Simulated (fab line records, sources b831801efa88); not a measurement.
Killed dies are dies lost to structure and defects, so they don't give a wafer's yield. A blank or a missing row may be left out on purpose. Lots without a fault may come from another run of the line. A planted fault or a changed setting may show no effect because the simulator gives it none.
One fault seen from 2 desks | flow sky130 | each desk has only its own numbers; what lay behind them comes last

THE TOOL OWNER'S DESK: krf_scanner-01
The tool's own readings at SKY_VIA3_EXPOSE_09 (exposes mask VIM3, target cd 200 nm): means of the sampled wafers that have a number, for each lot that ran on this tool. A lot is out of limits, marked OUT, if its mean lies more than 4 standard deviations from the usual mean; the brackets give that distance.
Columns: A = exposure_dose_mJ_cm2 at SKY_VIA3_EXPOSE_09, usual 37.96
lot  | first seen here | A
L216 | day 39 14:11    | 38.01
L218 | day 39 18:28    | 37.98
L219 | day 39 22:11    | 38.05
L220 | day 40 01:50    | 38.00
L221 | day 40 19:10    | 37.97
L222 | day 40 23:24    | 37.94
L223 | day 41 07:31    | 37.96
L224 | day 41 08:44    | 37.95
L239 | day 45 10:55    | 37.96
This desk's finding: nothing out of limits on any of the 9 lots.

THE METROLOGY DESK
What the gauges read, lot by lot, whatever tool the lot ran on: means of the sampled wafers that have a number. A lot is out of limits, marked OUT, if its mean lies more than 4 standard deviations from the usual mean; the brackets give that distance.
Columns: A = cd_nm at SKY_FIELD_ISO_CD_MEAS_13, usual 149.5 nm; B = CAPM_OVL at SKY_CAPM_OVL_MEAS_12, usual 0.1 nm; C = cd_nm at SKY_VIA3_CD_MEAS_12, usual 199.6 nm
lot  | first seen here | A     | B    | C
L216 | day 2 11:20     | 147.8 | -1.3 | 199.3
L218 | day 2 13:26     | 148.3 | 1.6  | 200.5
L219 | day 2 14:35     | 152.7 | 0.1  | 202.6
L220 | day 2 20:57     | 151.2 | 0.4  | 197.4
L221 | day 3 06:58     | 148.6 | 0.7  | 199.6
L222 | day 3 13:26     | 148.4 | 1.6  | 200.9
L223 | day 3 17:21     | 149.5 | 1.2  | 190.8 (-5.9) OUT
L224 | day 3 22:37     | 147.9 | -0.5 | 192.1 (-5.0) OUT
L236 | day 6 12:34     | 148.6 | -0.3 | 201.1
L238 | day 7 00:40     | 151.7 | -0.9 | 196.8
L239 | day 7 06:04     | 149.5 | -1.4 | 200.5
This desk's finding: out of limits on L223, L224; first on L223, day 41 19:29 (cd_nm at SKY_VIA3_CD_MEAS_12). In limits: L216, L218, L219, L220, L221, L222, L236, L238, L239.

PUT TOGETHER
The metrology desk could have raised an alarm at day 41 19:29, on L223, L224.
The tool owner's desk saw nothing out of limits.
The tool owner's desk has L223, L224 on record, within its limits.
Of the lots named, all ran SKY_VIA3_EXPOSE_09 on krf_scanner-01.

WHAT THE SIMULATOR HAD PUT IN
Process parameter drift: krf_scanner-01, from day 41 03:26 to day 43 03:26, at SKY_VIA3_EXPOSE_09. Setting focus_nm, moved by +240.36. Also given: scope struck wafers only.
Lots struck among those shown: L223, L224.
Hours from the fault's start to each desk's first reading out of limits: the metrology desk, 16.
